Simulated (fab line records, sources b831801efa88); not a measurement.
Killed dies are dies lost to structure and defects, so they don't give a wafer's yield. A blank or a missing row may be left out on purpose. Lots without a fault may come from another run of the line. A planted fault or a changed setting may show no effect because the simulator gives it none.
fab line records | flow sky130
record lots=5 wafers=15 last_day=50
route steps=708 shown VT_ADJUST_PCH@151 SONOS_TUNNEL@154 SONOS_ONO@168
lots that met no fault: from a run of the same line without faults
start_h: hours from the record's first day to the start of the lot's first wafer shown | wait_h: hours since the lot's step before | " the same as in the row above | L1.1+2: a row that stands for several wafers | - no value, or no start given | * or withheld: withheld | < > ~ a bound
route shown NAME@n: a module of which the file shows steps, and the number in the route of the first | usual: mean/standard deviation of fault-free wafers | same: alike in all rows | chamber/n: place in a boat | sites: the reading at each site | _std_site: their standard deviation | _edge_site: outer sites' mean less inner sites' | radius_mm: how far each site lies from the wafer's centre | mask NAME#n: copy n | behind: the tool/chamber that last shaped the wafer | hold: why the lot was held/for how many hours/how that ended | device: the transistor (n, p or np) that didn't switch | end of line: the same wafers' tests at the end of the route | a step without rows: its recipe alone | killed: dies lost to structure and defects at the first sort, not the wafer's yield | map: a wafer's dies, x killed, . not, _ none there
set.NAME: the setting as run; set.NAME@STEP: as run at that earlier step | model.NAME: the simulator's own value behind a step, which no gauge read
lots at some steps of the route; a table a step, a row a wafer
services: from which hour (start_h, from the record's first day; less than 0 if before it) a tool's chamber was out of use, for how many hours, and why
## steps
# step SKY_VT_ADJUST_PCH_IMPLANT_08
# recipe species=B energy_kev=10 dose_cm2=5e+11 tilt_deg=withheld
# columns lot.wafer tool chamber start_h wait_h
L078.1+2+3 implanter-04 0 257.19 0.0
L081.1+3+5 implanter-01 0 288.64 0.0
L083.1+2+4 implanter-03 0 297.14 0.0
L089.1+2+4 implanter-03 0 344.01 0.0
L097.2+4+6 implanter-01 0 401.92 0.0
# step SKY_VT_ADJUST_PCH_STRIP_09
# recipe chemistry=O2/N2 power_w=1400 pressure_mtorr=1500 platen_temp_c=withheld o2_flow_sccm=3000 n2_flow_sccm=300 overash_fraction=0.5
# usual drypump_motor_current_A=5.6/0.5 oes_product_au=0.722/0.0043 strip_time_to_endpoint_s=36.87/0.11
# columns lot.wafer tool chamber start_h wait_h drypump_motor_current_A oes_product_au rf_hours_counter_h strip_time_to_endpoint_s
L078.1 plasma_asher-01 0 257.34 0.1 5.2 0.726 56 36.73
L078.2 " 1 " " 5.4 0.720 56 36.70
L078.3 " 0 " " 5.2 0.725 - 36.64
L081.1 plasma_asher-02 0 288.79 0.1 4.9 0.723 49 36.67
L081.3 " 1 " " 5.6 0.722 - 36.80
L081.5 " 0 " " 4.9 0.726 - 36.64
L083.1 plasma_asher-03 1 297.29 0.1 5.4 0.730 61 36.88
L083.2 " 0 " " 6.4 0.717 61 36.79
L083.4 " 0 " " 6.4 0.717 - 36.86
L089.1 plasma_asher-01 0 344.16 0.1 5.2 0.728 65 36.97
L089.2 " 1 " " 5.4 0.725 65 36.79
L089.4 " 0 " " 5.2 0.719 - 37.03
L097.2 plasma_asher-03 0 402.04 0.1 6.4 0.724 71 36.95
L097.4 " 0 " " 6.4 0.714 - 36.97
L097.6 " 0 " " 6.4 0.723 - 36.91
# step SKY_VT_ADJUST_PCH_TW_MEAS_10
# usual VT_ADJUST_PCH_TW=144.2/1.2
# columns lot.wafer tool chamber start_h wait_h VT_ADJUST_PCH_TW
L078.1 film_metro-03 - 257.44 0.1 144.6
L078.2 " - " " 144.4
L078.3 " - " " 145.1
L081.1 film_metro-02 - 288.89 0.1 143.7
L081.3 " - " " 143.6
L081.5 " - " " 144.7
L083.1 film_metro-02 - 297.39 0.1 143.8
L083.2 " - " " 144.0
L083.4 " - " " 144.7
L089.1 film_metro-03 - 344.26 0.1 145.9
L089.2 " - " " 146.5
L089.4 " - " " 146.6
L097.2 film_metro-01 - 402.15 0.1 142.4
L097.4 " - " " 141.3
L097.6 " - " " 141.7
# step SKY_SONOS_TUNNEL_DEHYDRATE_00
# recipe temp_c=200 time_s=60
# usual chill_plate_temp_C=23.00/0.11 heater_power_total_W=160.37/0.13
# columns lot.wafer tool chamber start_h wait_h chill_plate_temp_C heater_power_total_W
L078.1 litho_track-02 0 268.65 11.2 22.97 160.50
L078.2 " 0 " " 23.03 160.26
L078.3 " 0 " " 23.03 160.24
L081.1 litho_track-02 0 300.70 11.8 23.16 160.48
L081.3 " 0 " " 22.90 160.56
L081.5 " 0 " " 22.99 160.49
L083.1 litho_track-02 0 309.70 12.3 22.95 160.17
L083.2 " 0 " " 22.79 160.55
L083.4 " 0 " " 22.94 160.21
L089.1 litho_track-02 0 357.65 13.4 22.93 160.21
L089.2 " 0 " " 23.00 160.38
L089.4 " 0 " " 23.02 160.38
L097.2 litho_track-02 0 417.08 14.9 23.01 160.33
L097.4 " 0 " " 22.94 160.31
L097.6 " 0 " " 23.12 160.18
# step SKY_SONOS_TUNNEL_HMDS_01
# recipe prime_time_s=60 prime_temp_c=120
# usual chill_plate_temp_C=23.00/0.097
# columns lot.wafer tool chamber start_h wait_h chill_plate_temp_C
L078.1 litho_track-02 0 268.80 0.1 23.10
L078.2 " 0 " " 23.17
L078.3 " 0 " " 23.08
L081.1 litho_track-02 0 300.85 0.1 23.18
L081.3 " 0 " " 23.21
L081.5 " 0 " " 22.98
L083.1 litho_track-02 0 309.85 0.1 22.97
L083.2 " 0 " " 22.87
L083.4 " 0 " " 22.93
L089.1 litho_track-02 0 357.80 0.1 23.10
L089.2 " 0 " " 23.09
L089.4 " 0 " " 23.26
L097.2 litho_track-02 0 417.23 0.1 23.19
L097.4 " 0 " " 22.99
L097.6 " 0 " " 23.07
# step SKY_SONOS_TUNNEL_COAT_02
# recipe resist=NOVOLAK spin_rpm=3000 resist_thk_nm=1140
# usual chill_plate_temp_C=22.99/0.1
# columns lot.wafer tool chamber start_h wait_h chill_plate_temp_C
L078.1 litho_track-02 0 268.95 0.1 23.00
L078.2 " 0 " " 22.88
L078.3 " 0 " " 23.16
L081.1 litho_track-02 0 301.00 0.1 22.79
L081.3 " 0 " " 22.89
L081.5 " 0 " " 22.80
L083.1 litho_track-02 0 310.00 0.1 23.12
L083.2 " 0 " " 23.17
L083.4 " 0 " " 23.14
L089.1 litho_track-02 0 357.95 0.1 23.11
L089.2 " 0 " " 22.94
L089.4 " 0 " " 23.10
L097.2 litho_track-02 0 417.38 0.1 23.05
L097.4 " 0 " " 22.91
L097.6 " 0 " " 22.93
# step SKY_SONOS_TUNNEL_SOFTBAKE_03
# recipe temp_c=90 time_s=60 resist=NOVOLAK
# usual chill_plate_temp_C=23.02/0.1 heater_power_total_W=56.59/0.045
# columns lot.wafer tool chamber start_h wait_h chill_plate_temp_C heater_power_total_W
L078.1 litho_track-02 0 269.10 0.1 23.12 56.66
L078.2 " 0 " " 23.09 56.64
L078.3 " 0 " " 23.08 56.56
L081.1 litho_track-02 0 301.15 0.1 23.03 56.60
L081.3 " 0 " " 22.77 56.62
L081.5 " 0 " " 22.97 56.61
L083.1 litho_track-02 0 310.15 0.1 22.94 56.61
L083.2 " 0 " " 22.90 56.57
L083.4 " 0 " " 22.86 56.64
L089.1 litho_track-02 0 358.10 0.1 22.99 56.56
L089.2 " 0 " " 23.14 56.63
L089.4 " 0 " " 23.13 56.58
L097.2 litho_track-02 0 417.53 0.1 23.20 56.65
L097.4 " 0 " " 23.04 56.57
L097.6 " 0 " " 22.99 56.68
# step SKY_SONOS_TUNNEL_EXPOSE_04
# recipe mask_id=TUNM na=0.6 source_shape=conventional sigma_outer=0.6 polarization=unpolarized target_cd_nm=410 dose_mj=136
# columns lot.wafer tool chamber start_h wait_h mask
L078.1+2+3 iline_stepper-02 0 - - TUNM#0
L081.1+3+5 iline_stepper-02 0 - - TUNM#0
L083.1+2+4 iline_stepper-01 0 - - TUNM#0
L089.1+2+4 iline_stepper-01 0 - - TUNM#0
L097.2+4+6 iline_stepper-02 0 - - TUNM#0
# step SKY_SONOS_TUNNEL_PEB_05
# recipe temp_c=withheld time_s=* resist=NOVOLAK
# usual chill_plate_temp_C=*
# columns lot.wafer tool chamber start_h wait_h chill_plate_temp_C
L078.1 litho_track-02 0 - - *
L078.2 " 0 " " *
L078.3 " 0 " " *
L081.1 litho_track-02 0 - - *
L081.3 " 0 " " *
L081.5 " 0 " " *
L083.1 litho_track-02 0 - - *
L083.2 " 0 " " *
L083.4 " 0 " " *
L089.1 litho_track-04 0 - - *
L089.2 " 0 " " *
L089.4 " 0 " " *
L097.2 litho_track-02 0 - - *
L097.4 " 0 " " *
L097.6 " 0 " " *
# step SKY_SONOS_TUNNEL_DEVELOP_06
# recipe resist=NOVOLAK developer=TMAH develop_time_s=60 dev_temp_c=23
# usual chill_plate_temp_C=22.99/0.1
# columns lot.wafer tool chamber start_h wait_h chill_plate_temp_C
L078.1 litho_track-02 0 281.50 0.1 23.05
L078.2 " 0 " " 23.09
L078.3 " 0 " " 23.07
L081.1 litho_track-02 0 314.35 0.1 22.92
L081.3 " 0 " " 23.09
L081.5 " 0 " " 22.97
L083.1 litho_track-02 0 323.30 0.1 22.92
L083.2 " 0 " " 22.93
L083.4 " 0 " " 23.04
L089.1 litho_track-04 0 372.51 0.1 23.17
L089.2 " 0 " " 23.04
L089.4 " 0 " " 23.06
L097.2 litho_track-02 0 432.43 0.1 22.96
L097.4 " 0 " " 22.97
L097.6 " 0 " " 23.03
# step SKY_SONOS_TUNNEL_CD_MEAS_07
# recipe target_cd_nm=410
# usual cd_nm=410.4/2
# columns lot.wafer tool chamber start_h wait_h cd_nm
L078.1 cd_sem-02 - 281.65 0.1 411.6
L078.2 " - " " 412.6
L078.3 " - " " 409.0
L081.1 cd_sem-01 - 314.50 0.1 409.0
L081.3 " - " " 406.5
L081.5 " - " " 408.1
L083.1 cd_sem-01 - 323.45 0.1 405.9
L083.2 " - " " 404.6
L083.4 " - " " 407.2
L089.1 cd_sem-01 - 372.66 0.1 409.2
L089.2 " - " " 409.1
L089.4 " - " " 409.6
L097.2 cd_sem-01 - 432.57 0.1 412.4
L097.4 " - " " 411.6
L097.6 " - " " 412.2
# step SKY_SONOS_TUNNEL_OVL_MEAS_08
# usual SONOS_TUNNEL_OVL=-0.2/1.4
# columns lot.wafer tool chamber start_h wait_h SONOS_TUNNEL_OVL[nm]
L078.1 overlay-01 - 281.77 0.1 1.8
L078.2 " - " " 1.3
L078.3 " - " " 2.9
L081.1 overlay-02 - 314.62 0.1 2.3
L081.3 " - " " 0.8
L081.5 " - " " 1.8
L083.1 overlay-02 - 323.57 0.1 -0.7
L083.2 " - " " -0.5
L083.4 " - " " -0.2
L089.1 overlay-01 - 372.78 0.1 0.0
L089.2 " - " " 0.7
L089.4 " - " " -0.3
L097.2 overlay-02 - 432.68 0.1 -0.4
L097.4 " - " " -0.5
L097.6 " - " " 0.2
# step SKY_SONOS_TUNNEL_IMPLANT_09
# recipe species=B energy_kev=20 dose_cm2=1e+12 tilt_deg=withheld
# columns lot.wafer tool chamber start_h wait_h
L078.1+2+3 implanter-04 0 281.81 0.0
L081.1+3+5 implanter-04 0 314.66 0.0
L083.1+2+4 implanter-01 0 323.61 0.0
L089.1+2+4 implanter-02 0 372.81 0.0
L097.2+4+6 implanter-02 0 432.73 0.0
# step SKY_SONOS_TUNNEL_WET_ETCH_10
# recipe chemistry=dHF target_depth_nm=14 target=SiO2 dilution=100:1 temp_c=25 time_s=280
# usual temp_c=24.99/0.11
# columns lot.wafer tool chamber start_h wait_h temp_c
L078.1 wet_bench-02 1 281.96 0.1 25.03
L078.2 " 1 " " 24.97
L078.3 " 1 " " 24.94
L081.1 wet_bench-02 2 314.81 0.1 25.12
L081.3 " 2 " " 24.62
L081.5 " 2 " " 24.99
L083.1 wet_bench-02 0 323.76 0.1 25.03
L083.2 " 0 " " 24.93
L083.4 " 0 " " 24.97
L089.1 wet_bench-02 0 372.96 0.1 24.82
L089.2 " 0 " " 24.93
L089.4 " 0 " " 24.97
L097.2 wet_bench-01 2 432.86 0.1 25.03
L097.4 " 2 " " 25.04
L097.6 " 2 " " 24.92
# step SKY_SONOS_TUNNEL_STRIP_11
# recipe chemistry=SPM time_s=600 temp_c=130
# usual temp_c=130.01/0.15
# columns lot.wafer tool chamber start_h wait_h temp_c
L078.1 wet_bench-01 0 282.06 0.0 130.20
L078.2 " 0 " " 130.24
L078.3 " 0 " " 130.26
L081.1 wet_bench-01 3 314.91 0.0 129.95
L081.3 " 3 " " 129.88
L081.5 " 3 " " 130.23
L083.1 wet_bench-01 2 323.84 0.0 130.10
L083.2 " 2 " " 129.87
L083.4 " 2 " " 130.10
L089.1 wet_bench-03 1 373.05 0.0 129.95
L089.2 " 1 " " 129.79
L089.4 " 1 " " 129.90
L097.2 wet_bench-02 3 432.95 0.0 130.06
L097.4 " 3 " " 130.17
L097.6 " 3 " " 130.06
# step SKY_SONOS_TUNNEL_TW_MEAS_12
# usual SONOS_TUNNEL_TW=199.0/1.9
# columns lot.wafer tool chamber start_h wait_h SONOS_TUNNEL_TW
L078.1 film_metro-01 - 282.24 0.0 196.8
L078.2 " - " " 196.6
L078.3 " - " " 197.1
L081.1 film_metro-03 - 315.08 0.0 199.9
L081.3 " - " " 201.1
L081.5 " - " " 199.8
L083.1 film_metro-03 - 324.02 0.0 199.5
L083.2 " - " " 200.3
L083.4 " - " " 201.7
L089.1 film_metro-04 - 373.22 0.0 198.9
L089.2 " - " " 197.8
L089.4 " - " " 198.7
L097.2 film_metro-01 - 433.14 0.0 197.8
L097.4 " - " " 196.9
L097.6 " - " " 196.4
# step SKY_SONOS_TUNNEL_CLEAN_13
# recipe chemistry=dHF time_s=20 dilution=100:1 dry=ipa_marangoni
# columns lot.wafer tool chamber start_h wait_h
L078.1+2+3 wet_bench-03 1 282.30 0.1
L081.1+3+5 wet_bench-03 2 315.14 0.1
L083.1+2+4 wet_bench-03 0 324.08 0.1
L089.1+2+4 wet_bench-01 1 373.28 0.1
L097.2+4+6 wet_bench-03 2 433.19 0.0
# step SKY_SONOS_ONO_OXIDATION_00
# recipe temp_c=800 ambient=O2 idle_temp_c=700 ramp_up_c_per_min=10 ramp_down_c_per_min=3 stabilise_s=600 purge_s=300 target_thk_a=26 ox_time_s=1249
# usual spike_tc_centre_C=799.6/1 spike_tc_upper_C=801.3/1.3 zone_power_upper_pct=15.28/0.3
# columns lot.wafer tool chamber start_h wait_h spike_tc_centre_C spike_tc_upper_C zone_power_upper_pct
L078.1 furnace-01 0 283.14 0.8 799.8 798.6 14.96
L078.2 " 0 " " 799.3 799.1 15.02
L078.3 " 0 " " 799.5 800.2 14.83
L081.1 furnace-02 0 315.97 0.8 799.9 800.9 15.36
L081.3 " 0 " " 799.6 801.8 15.59
L081.5 " 0 " " 799.6 801.6 15.60
L083.1 furnace-01 0 325.61 1.5 801.4 799.9 14.72
L083.2 " 0 " " 800.6 800.8 15.10
L083.4 " 0 " " 799.4 800.9 14.79
L089.1 furnace-02 0 373.30 0.0 800.3 801.4 15.44
L089.2 " 0 " " 798.0 802.6 15.45
L089.4 " 0 " " 799.6 801.9 15.47
L097.2 furnace-02 0 434.30 1.1 798.7 802.4 15.46
L097.4 " 0 " " 798.1 801.1 15.66
L097.6 " 0 " " 799.7 802.2 15.45
# step SKY_SONOS_ONO_THK_MEAS_01
# recipe reads=SiO2_of_SONOS_ONO_OXIDATION_00
# usual SONOS_ONO_OXIDATION_THK=2.59/0.053
# columns lot.wafer tool chamber start_h wait_h SONOS_ONO_OXIDATION_THK[nm]
L078.1 film_metro-04 - 284.49 0.0 2.62
L078.2 " - " " 2.59
L078.3 " - " " 2.57
L081.1 film_metro-04 - 317.32 0.0 2.66
L081.3 " - " " 2.61
L081.5 " - " " 2.60
L083.1 film_metro-01 - 326.95 0.0 2.61
L083.2 " - " " 2.60
L083.4 " - " " 2.60
L089.1 film_metro-04 - 374.64 0.0 2.50
L089.2 " - " " 2.50
L089.4 " - " " 2.46
L097.2 film_metro-02 - 435.66 0.0 2.70
L097.4 " - " " 2.67
L097.6 " - " " 2.69
# step SKY_SONOS_ONO_CVD_02
# recipe material=Si3N4 precursor=DCS/NH3 target_thk_nm=10.5 temp_c=770 time_s=180 pressure_mtorr=250
# usual spike_tc_centre_C=771.4/1.1 spike_tc_upper_C=769.6/0.97 zone_power_upper_pct=15.40/0.18
# columns lot.wafer tool chamber start_h wait_h spike_tc_centre_C spike_tc_upper_C zone_power_upper_pct
L078.1 lpcvd-02 0 285.32 0.8 770.1 768.1 15.60
L078.2 " 0 " " 771.5 768.4 15.52
L078.3 " 0 " " 770.4 770.2 15.44
L081.1 lpcvd-02 1 318.48 1.1 771.5 770.2 15.33
L081.3 " 1 " " 772.7 769.3 15.54
L081.5 " 1 " " 772.3 769.6 15.61
L083.1 lpcvd-02 1 327.17 0.2 771.5 769.6 15.59
L083.2 " 1 " " 771.2 769.7 15.47
L083.4 " 1 " " 771.9 769.6 15.53
L089.1 lpcvd-02 0 390.43 15.8 772.2 770.7 15.64
L089.2 " 0 " " 771.0 770.2 15.39
L089.4 " 0 " " 771.1 768.8 14.92
L097.2 lpcvd-02 1 435.71 0.0 771.7 767.6 15.43
L097.4 " 1 " " 772.0 769.6 15.39
L097.6 " 1 " " 770.8 770.7 15.49
# step SKY_SONOS_ONO_THK_MEAS_03
# recipe reads=Si3N4_of_SONOS_ONO_CVD_02
# usual SONOS_ONO_CVD_02_THK=10.56/0.12
# columns lot.wafer tool chamber start_h wait_h SONOS_ONO_CVD_02_THK[nm]
L078.1 film_metro-04 - 286.37 0.0 10.29
L078.2 " - " " 10.43
L078.3 " - " " 10.33
L081.1 film_metro-04 - 319.53 0.0 10.60
L081.3 " - " " 10.69
L081.5 " - " " 10.53
L083.1 film_metro-02 - 328.22 0.0 10.30
L083.2 " - " " 10.51
L083.4 " - " " 10.25
L089.1 film_metro-02 - 391.48 0.0 10.46
L089.2 " - " " 10.57
L089.4 " - " " 10.49
L097.2 film_metro-01 - 436.77 0.0 10.50
L097.4 " - " " 10.50
L097.6 " - " " 10.49
# step SKY_SONOS_ONO_CVD_04
# recipe material=SiO2 precursor=SiH4/N2O target_thk_nm=5.7199 temp_c=900 pressure_mtorr=400
# usual spike_tc_centre_C=900.9/0.91 spike_tc_upper_C=900.3/1.1 zone_power_upper_pct=17.2/0.39
# columns lot.wafer tool chamber start_h wait_h spike_tc_centre_C spike_tc_upper_C zone_power_upper_pct
L078.1 lpcvd-03 1 286.43 0.1 899.5 899.9 16.7
L078.2 " 1 " " 901.3 900.9 16.8
L078.3 " 1 " " 901.4 901.8 17.0
L081.1 lpcvd-03 1 319.59 0.1 901.7 900.7 17.2
L081.3 " 1 " " 901.0 899.4 16.7
L081.5 " 1 " " 900.5 901.4 16.9
L083.1 lpcvd-03 1 328.28 0.1 899.1 900.1 17.2
L083.2 " 1 " " 901.8 900.4 16.7
L083.4 " 1 " " 900.0 900.7 16.8
L089.1 lpcvd-03 0 391.54 0.1 902.7 901.5 17.8
L089.2 " 0 " " 900.3 900.4 17.6
L089.4 " 0 " " 902.0 900.4 17.9
L097.2 lpcvd-03 0 436.95 0.2 901.9 899.9 17.7
L097.4 " 0 " " 901.6 897.8 17.4
L097.6 " 0 " " 900.9 897.6 17.7
# step SKY_SONOS_ONO_THK_MEAS_05
# recipe reads=SiO2_of_SONOS_ONO_CVD_04
# usual SONOS_ONO_CVD_04_THK=5.68/0.11
# columns lot.wafer tool chamber start_h wait_h SONOS_ONO_CVD_04_THK[nm]
L078.1 film_metro-02 - 287.68 0.0 5.60
L078.2 " - " " 5.63
L078.3 " - " " 5.60
L081.1 film_metro-02 - 320.84 0.0 5.64
L081.3 " - " " 5.69
L081.5 " - " " 5.62
L083.1 film_metro-01 - 329.53 0.0 5.72
L083.2 " - " " 5.57
L083.4 " - " " 5.59
L089.1 film_metro-04 - 392.79 0.0 5.57
L089.2 " - " " 5.49
L089.4 " - " " 5.66
L097.2 film_metro-01 - 438.21 0.0 5.79
L097.4 " - " " 5.84
L097.6 " - " " 5.92
# step SKY_SONOS_ONO_DEHYDRATE_06
# recipe temp_c=200 time_s=60
# usual chill_plate_temp_C=23.01/0.098 heater_power_total_W=160.35/0.13
# columns lot.wafer tool chamber start_h wait_h chill_plate_temp_C heater_power_total_W
L078.1 litho_track-02 0 299.45 11.8 22.80 160.59
L078.2 " 0 " " 23.06 160.36
L078.3 " 0 " " 22.89 160.26
L081.1 litho_track-02 0 333.15 12.3 22.94 160.42
L081.3 " 0 " " 22.97 160.48
L081.5 " 0 " " 23.14 160.25
L083.1 litho_track-03 0 342.37 12.8 22.88 160.45
L083.2 " 0 " " 23.01 160.52
L083.4 " 0 " " 22.93 160.35
L089.1 litho_track-03 0 407.07 14.3 22.90 160.34
L089.2 " 0 " " 22.97 160.29
L089.4 " 0 " " 23.01 160.15
L097.2 litho_track-03 0 453.30 15.1 22.95 160.28
L097.4 " 0 " " 22.84 160.22
L097.6 " 0 " " 23.03 160.52
# step SKY_SONOS_ONO_HMDS_07
# recipe prime_time_s=60 prime_temp_c=120
# usual chill_plate_temp_C=22.99/0.094
# columns lot.wafer tool chamber start_h wait_h chill_plate_temp_C
L078.1 litho_track-02 0 299.60 0.1 22.86
L078.2 " 0 " " 23.07
L078.3 " 0 " " 22.97
L081.1 litho_track-02 0 333.30 0.1 23.08
L081.3 " 0 " " 23.05
L081.5 " 0 " " 22.96
L083.1 litho_track-03 0 342.52 0.1 23.00
L083.2 " 0 " " 22.92
L083.4 " 0 " " 22.76
L089.1 litho_track-03 0 407.22 0.1 23.13
L089.2 " 0 " " 23.13
L089.4 " 0 " " 23.07
L097.2 litho_track-03 0 453.45 0.1 22.95
L097.4 " 0 " " 23.03
L097.6 " 0 " " 23.07
# step SKY_SONOS_ONO_COAT_08
# recipe resist=NOVOLAK spin_rpm=3000 resist_thk_nm=1140
# usual chill_plate_temp_C=22.99/0.1
# columns lot.wafer tool chamber start_h wait_h chill_plate_temp_C
L078.1 litho_track-02 0 299.75 0.1 23.07
L078.2 " 0 " " 23.14
L078.3 " 0 " " 23.17
L081.1 litho_track-02 0 333.45 0.1 23.01
L081.3 " 0 " " 22.92
L081.5 " 0 " " 23.00
L083.1 litho_track-03 0 342.67 0.1 22.99
L083.2 " 0 " " 23.09
L083.4 " 0 " " 23.01
L089.1 litho_track-03 0 407.37 0.1 23.21
L089.2 " 0 " " 23.08
L089.4 " 0 " " 22.92
L097.2 litho_track-03 0 453.60 0.1 22.99
L097.4 " 0 " " 22.98
L097.6 " 0 " " 22.94
# step SKY_SONOS_ONO_SOFTBAKE_09
# recipe temp_c=90 time_s=60 resist=NOVOLAK
# usual chill_plate_temp_C=23.02/0.094 heater_power_total_W=56.60/0.047
# columns lot.wafer tool chamber start_h wait_h chill_plate_temp_C heater_power_total_W
L078.1 litho_track-02 0 299.90 0.1 23.07 56.61
L078.2 " 0 " " 23.01 56.58
L078.3 " 0 " " 23.01 56.69
L081.1 litho_track-02 0 333.60 0.1 22.91 56.69
L081.3 " 0 " " 22.98 56.54
L081.5 " 0 " " 22.97 56.59
L083.1 litho_track-03 0 342.82 0.1 23.04 56.59
L083.2 " 0 " " 23.09 56.63
L083.4 " 0 " " 23.12 56.63
L089.1 litho_track-03 0 407.52 0.1 22.99 56.54
L089.2 " 0 " " 22.94 56.62
L089.4 " 0 " " 22.96 56.62
L097.2 litho_track-03 0 453.75 0.1 22.93 56.54
L097.4 " 0 " " 23.02 56.66
L097.6 " 0 " " 22.95 56.61
# step SKY_SONOS_ONO_EXPOSE_10
# recipe mask_id=ONOM target_cd_nm=410 na=0.6 source_shape=conventional sigma_outer=0.6 dose_mj=150
# columns lot.wafer tool chamber start_h wait_h mask
L078.1+2+3 iline_stepper-02 0 - - ONOM#0
L081.1+3+5 iline_stepper-01 0 - - ONOM#0
L083.1+2+4 iline_stepper-01 0 - - ONOM#0
L089.1+2+4 iline_stepper-02 0 - - ONOM#0
L097.2+4+6 iline_stepper-01 0 - - ONOM#0
# step SKY_SONOS_ONO_PEB_11
# recipe temp_c=withheld time_s=* resist=NOVOLAK
# usual chill_plate_temp_C=*
# columns lot.wafer tool chamber start_h wait_h chill_plate_temp_C
L078.1 litho_track-02 0 - - *
L078.2 " 0 " " *
L078.3 " 0 " " *
L081.1 litho_track-02 0 - - *
L081.3 " 0 " " *
L081.5 " 0 " " *
L083.1 litho_track-01 0 - - *
L083.2 " 0 " " *
L083.4 " 0 " " *
L089.1 litho_track-02 0 - - *
L089.2 " 0 " " *
L089.4 " 0 " " *
L097.2 litho_track-03 0 - - *
L097.4 " 0 " " *
L097.6 " 0 " " *
# step SKY_SONOS_ONO_DEVELOP_12
# recipe develop_time_s=60 dev_temp_c=23
# usual chill_plate_temp_C=22.99/0.1
# columns lot.wafer tool chamber start_h wait_h chill_plate_temp_C
L078.1 litho_track-02 0 312.65 0.1 23.02
L078.2 " 0 " " 22.92
L078.3 " 0 " " 23.03
L081.1 litho_track-02 0 347.10 0.1 23.06
L081.3 " 0 " " 22.87
L081.5 " 0 " " 22.99
L083.1 litho_track-01 0 355.96 0.1 23.01
L083.2 " 0 " " 22.90
L083.4 " 0 " " 23.01
L089.1 litho_track-02 0 422.85 0.1 22.87
L089.2 " 0 " " 22.95
L089.4 " 0 " " 23.02
L097.2 litho_track-03 0 468.75 0.1 23.01
L097.4 " 0 " " 22.89
L097.6 " 0 " " 22.97
# step SKY_SONOS_ONO_CD_MEAS_13
# recipe target_cd_nm=410
# usual cd_nm=409.7/2.3
# columns lot.wafer tool chamber start_h wait_h cd_nm
L078.1 cd_sem-02 - 312.80 0.1 407.7
L078.2 " - " " 408.1
L078.3 " - " " 412.0
L081.1 cd_sem-01 - 347.25 0.1 410.0
L081.3 " - " " 411.9
L081.5 " - " " 409.3
L083.1 cd_sem-01 - 356.11 0.1 410.7
L083.2 " - " " 410.7
L083.4 " - " " 412.4
L089.1 cd_sem-01 - 423.00 0.1 410.3
L089.2 " - " " 410.8
L089.4 " - " " 410.3
L097.2 cd_sem-01 - 468.89 0.1 410.5
L097.4 " - " " 410.2
L097.6 " - " " 410.2
# step SKY_SONOS_ONO_OVL_MEAS_14
# usual SONOS_ONO_OVL=0.0/1.3
# columns lot.wafer tool chamber start_h wait_h SONOS_ONO_OVL[nm]
L078.1 overlay-01 - 312.92 0.1 -0.9
L078.2 " - " " -0.3
L078.3 " - " " -1.6
L081.1 overlay-01 - 347.37 0.1 0.0
L081.3 " - " " 0.6
L081.5 " - " " 1.7
L083.1 overlay-02 - 356.23 0.1 -2.4
L083.2 " - " " -0.8
L083.4 " - " " -0.4
L089.1 overlay-02 - 423.12 0.1 3.3
L089.2 " - " " 1.6
L089.4 " - " " 2.2
L097.2 overlay-01 - 469.00 0.1 0.0
L097.4 " - " " -1.1
L097.6 " - " " 0.7
# step SKY_SONOS_ONO_ETCH_15
# recipe target_depth_nm=19.52 chemistry=CHF3/O2 source_w=600 bias_w=200 pressure_mtorr=40 chf3_flow_sccm=50 O2_flow_sccm=5 time_s=7.8
# usual O2_flow_sccm=4.999/0.017 drypump_motor_current_A=5.7/0.38 oes_product_au=0.999/0.0086 throttle_valve_pct=8.825/0.0097
# columns lot.wafer tool chamber start_h wait_h O2_flow_sccm drypump_motor_current_A oes_product_au rf_hours_counter_h throttle_valve_pct
L078.1 rie_diel-01 3 312.96 0.0 4.981 5.9 0.993 5 8.819
L078.2 " 2 " " 5.013 6.2 0.998 19 8.808
L078.3 " 0 " " 4.994 5.3 0.999 100 8.817
L081.1 rie_diel-02 0 347.41 0.0 4.982 5.2 0.983 77 8.826
L081.3 " 1 " " 4.991 5.5 0.997 5 8.825
L081.5 " 2 " " 5.000 5.7 0.989 - 8.808
L083.1 rie_diel-01 3 356.26 0.0 5.015 5.9 0.988 6 8.816
L083.2 " 1 " " 4.990 5.7 1.002 3 8.844
L083.4 " 0 " " 5.004 5.3 1.009 101 8.822
L089.1 rie_diel-01 3 423.16 0.0 4.997 5.9 0.983 7 8.828
L089.2 " 2 " " 5.016 6.1 1.005 21 8.815
L089.4 " 1 " " 4.964 5.8 1.000 4 8.838
L097.2 rie_diel-02 3 469.03 0.0 4.994 5.9 1.000 12 8.827
L097.4 " 2 " " 4.954 5.6 0.990 0 8.832
L097.6 " 1 " " 5.028 5.5 0.995 - 8.817
# step SKY_SONOS_ONO_WET_ETCH_16
# recipe chemistry=dHF target_depth_nm=14 dry=n2_spin target=SiO2 dilution=100:1 temp_c=25 time_s=280
# usual temp_c=24.99/0.11
# columns lot.wafer tool chamber start_h wait_h temp_c
L078.1 wet_bench-01 1 312.98 0.0 24.87
L078.2 " 1 " " 24.89
L078.3 " 1 " " 25.02
L081.1 wet_bench-02 0 347.43 0.0 25.05
L081.3 " 0 " " 25.21
L081.5 " 0 " " 25.02
L083.1 wet_bench-02 0 356.29 0.0 25.18
L083.2 " 0 " " 24.95
L083.4 " 0 " " 24.99
L089.1 wet_bench-02 3 423.18 0.0 24.81
L089.2 " 3 " " 24.75
L089.4 " 3 " " 24.86
L097.2 wet_bench-02 0 469.05 0.0 25.08
L097.4 " 0 " " 24.91
L097.6 " 0 " " 24.94
## services
# columns tool chamber start_h hours kind
iline_stepper-02 - 239.00 1.7 pm
rie_diel-02 3 241.75 9.0 repair
furnace-02 - 241.85 4.6 pm
iline_stepper-01 - 243.43 2.1 pm
furnace-01 - 260.59 3.5 repair
implanter-02 - 261.62 4.6 pm
iline_stepper-01 - 287.03 11.3 repair
furnace-01 - 290.18 3.5 pm
wet_bench-03 - 293.23 2.0 repair
implanter-01 - 294.89 3.4 pm
wet_bench-03 - 295.59 7.4 repair
iline_stepper-01 - 325.16 1.7 pm
implanter-04 - 328.60 8.0 repair
lpcvd-02 - 371.48 14.6 pm
wet_bench-01 - 395.96 5.0 repair
iline_stepper-02 - 399.49 7.7 repair
furnace-02 - 408.94 3.8 pm
implanter-04 - 415.19 12.2 pm
lpcvd-03 - 421.10 14.6 pm
implanter-04 - 427.80 2.4 repair
rie_diel-01 0 437.99 1.4 repair
implanter-04 - 444.88 1.0 repair
iline_stepper-02 - 457.18 1.7 pm
wet_bench-03 - 466.34 4.4 pm
## key
fault none
